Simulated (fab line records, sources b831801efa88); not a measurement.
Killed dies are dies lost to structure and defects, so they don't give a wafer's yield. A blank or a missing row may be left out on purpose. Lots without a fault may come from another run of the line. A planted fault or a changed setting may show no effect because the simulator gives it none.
Tool commonality check | flow sky130 | 12 lots, 36 wafers sampled

WHY IT WAS OPENED
At SKY_LDD_HVN_OVL_MEAS_07 the reading LDD_HVN_OVL is flagged on 3 of 12 lots. Wafers without a fault read -1.0 nm, standard deviation 1.3.
Rule: a lot is flagged when every wafer of it that has a number lies more than 4 standard deviations from that mean, or none has a number. The other lots count as sound.

lot  | measured     | on         | LDD_HVN_OVL (nm), wafer by wafer | flag
L918 | day 20 16:31 | overlay-02 | -3.0 -2.0 -3.6                   |
L920 | day 21 12:22 | overlay-01 | -2.3 -3.5 -3.0                   |
L922 | day 21 23:16 | overlay-02 | -1.7 -1.6 -0.6                   |
L921 | day 22 01:29 | overlay-01 | -0.8 0.2 -0.1                    |
L927 | day 23 17:08 | overlay-01 | -0.5 -0.8 -0.1                   |
L929 | day 24 16:31 | overlay-02 | -0.5 -2.3 -1.0                   |
L930 | day 24 20:43 | overlay-01 | 1.1 0.0 2.1                      |
L931 | day 25 07:02 | overlay-01 | 54.5 56.0 55.5                   | FLAGGED
L932 | day 25 10:32 | overlay-02 | 55.2 55.7 54.9                   | FLAGGED
L934 | day 26 00:05 | overlay-02 | 57.2 54.1 54.4                   | FLAGGED
L939 | day 27 19:40 | overlay-01 | 1.1 -0.9 -0.2                    |
L940 | day 27 21:44 | overlay-02 | -1.4 -1.9 -1.7                   |
The numbers of the flagged lots are 55.3 nm on average: +56.3 nm against the usual, or +43 standard deviations.

WHICH TOOL RAN EACH LOT
The record holds 1 process step before the reading, out of a route of 708 steps. In each cell: the tool, then ch and the chambers that the sampled wafers went through, then the start.
lot  | flag    | SKY_LDD_HVN_EXPOSE_04
L918 |         | iline_stepper-01 ch 0, day 20 01:31
L920 |         | iline_stepper-02 ch 0, day 20 21:24
L922 |         | iline_stepper-02 ch 0, day 21 08:59
L921 |         | iline_stepper-02 ch 0, day 21 10:33
L927 |         | iline_stepper-01 ch 0, day 23 02:33
L929 |         | iline_stepper-02 ch 0, day 24 01:46
L930 |         | iline_stepper-02 ch 0, day 24 06:32
L931 | FLAGGED | iline_stepper-02 ch 0, day 24 16:26
L932 | FLAGGED | iline_stepper-02 ch 0, day 24 19:52
L934 | FLAGGED | iline_stepper-02 ch 0, day 25 09:52
L939 |         | iline_stepper-01 ch 0, day 27 05:13
L940 |         | iline_stepper-01 ch 0, day 27 07:07
What these steps do:
- SKY_LDD_HVN_EXPOSE_04: exposes mask HVNTM, target cd 700 nm.
- SKY_LDD_HVN_OVL_MEAS_07

FLAGGED OVER TOTAL, TOOL BY TOOL (the gauges that took the reading come last)
step                    | tool             | lots run | flagged | share of the flagged lots | sound lots run after its first flagged lot
SKY_LDD_HVN_EXPOSE_04   | iline_stepper-01 | 4        | 0       | none                      | -
SKY_LDD_HVN_EXPOSE_04   | iline_stepper-02 | 8        | 3       | all                       | 0
SKY_LDD_HVN_OVL_MEAS_07 | overlay-01       | 6        | 1       | some                      | 1 (L939)
SKY_LDD_HVN_OVL_MEAS_07 | overlay-02       | 6        | 2       | some                      | 1 (L940)

WHAT THE TABLE ALLOWS
1 row of the table ran every flagged lot: iline_stepper-02 at SKY_LDD_HVN_EXPOSE_04.
- iline_stepper-02 at SKY_LDD_HVN_EXPOSE_04: 3 of its 8 lots flagged. Its last sound lot is L930 (day 24 06:32), its first flagged lot L931 (day 24 16:26): a fault that began between those two fits.
One tool is left: iline_stepper-02 at SKY_LDD_HVN_EXPOSE_04.

WHAT THE SIMULATOR HAD PUT IN
Scanner matching overlay: iline_stepper-02, from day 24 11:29 on, at SKY_LDD_HVN_EXPOSE_04. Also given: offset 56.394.
Lots struck among those shown: L931, L932, L934. The rule above found the same.
